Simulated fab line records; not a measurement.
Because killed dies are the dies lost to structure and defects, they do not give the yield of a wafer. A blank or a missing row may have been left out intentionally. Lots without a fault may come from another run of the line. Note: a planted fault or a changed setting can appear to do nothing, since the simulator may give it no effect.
A struck lot beside a sound one / flow sky130 / 18 out of 708 route steps
Sound: wafers L608.1, L608.4, L608.6. Wafers struck: L601.1, L601.5, L601.6. The cause is named last.
Order at every step that has rows: each side's tool, ch and its chambers, its first start. Under that, the readings that differ: sound wafers / struck wafers / difference of the means / sigmas: that difference in standard deviations of wafers without a fault.
alike: readings with means less than 2 such deviations apart, plus words and numbers identical on both sides. not compared: withheld readings, readings lacking a value on some wafer, bounds such as >300 that could conceal the same value, and numbers that have no deviation in the record and whose values overlap.
The two part at a step that has a row with sigmas, a row that says differs or no value, or rows on one side only. Non-overlapping numbers with no deviation appear without sigmas and do not part them. A reading that every wafer of one side lacks parts them only if that side has two wafers or more.

SKY_NWELL_OVL_MEAS_10:
  sound on overlay-02 at day 8 15:08; struck on overlay-02 at day 6 22:47
  alike: NWELL_00_OVL
then, 3 steps without rows for these wafers: SKY_NWELL_IMPLANT_11; SKY_NWELL_IMPLANT_12; SKY_NWELL_IMPLANT_13.
SKY_NWELL_STRIP_14: strips in O2/N2.
  sound on plasma-asher-01 ch 0,1, day 8 15:37; struck on plasma-asher-04 ch 0,1, day 6 23:16
  alike: drypump-motor-current-A, oes-product-au, strip-time-to-endpoint-s
  not compared: rf-hours-counter-h
SKY_NWELL_TW_MEAS_15:
  sound on film-metro-04 at day 8 15:43; struck on film-metro-03 at day 6 23:22
reading=NWELL_TW; sound=1824 1822 1826; struck=1773 1775 1774; difference=-50; sigmas=-2
then, 6 steps without rows for these wafers: SKY_NWELL_DEHYDRATE_16 (time 60 s); SKY_NWELL_HMDS_17 (prime time 60 s); SKY_NWELL_COAT_18 (resist thk 3000 nm); SKY_NWELL_SOFTBAKE_19; SKY_NWELL_EXPOSE_20 (exposes mask NWM COMPLEMENT, target cd 840 nm); SKY_NWELL_PEB_21.
SKY_NWELL_DEVELOP_22: develop time 60 s.
  sound on litho-track-01 ch 0, day 9 13:00; struck on litho-track-04 ch 0, day 7 18:00
SKY_NWELL_OVL_MEAS_23:
  sound on overlay-01 at day 9 13:30; struck on overlay-01 at day 7 18:24
reading=NWELL_01_OVL (nm); sound=2.0 0.8 2.3; struck=- - -; difference=no value on the struck wafers; sigmas=
following that, these wafers have no rows for 1 step: SKY_NWELL_IMPLANT_24.
SKY_NWELL_STRIP_25: strips in O2/N2.
  sound on plasma-asher-03 ch 0,1, day 9 13:41; struck on plasma-asher-04 ch 0,1, day 7 18:35
  alike: drypump-motor-current-A, oes-product-au, strip-time-to-endpoint-s
  not compared: rf-hours-counter-h
SKY_NWELL_TW_MEAS_26:
  sound on film-metro-02 at day 9 13:47; struck on film-metro-04 at day 7 18:55
reading=NWELL_2_TW; sound=498 501 494; struck=30 30 30; difference=-468; sigmas=-87
  not compared: hold
SKY_PAD_OPEN_PROBE_99:
  the record has rows for the sound wafers here (prober-01, day 49 22:53) and none for the struck ones

## WHERE THEY PART
Earliest at SKY_NWELL_TW_MEAS_15; latest, in this record, at SKY_PAD_OPEN_PROBE_99.

WHY: whatever the simulator had introduced
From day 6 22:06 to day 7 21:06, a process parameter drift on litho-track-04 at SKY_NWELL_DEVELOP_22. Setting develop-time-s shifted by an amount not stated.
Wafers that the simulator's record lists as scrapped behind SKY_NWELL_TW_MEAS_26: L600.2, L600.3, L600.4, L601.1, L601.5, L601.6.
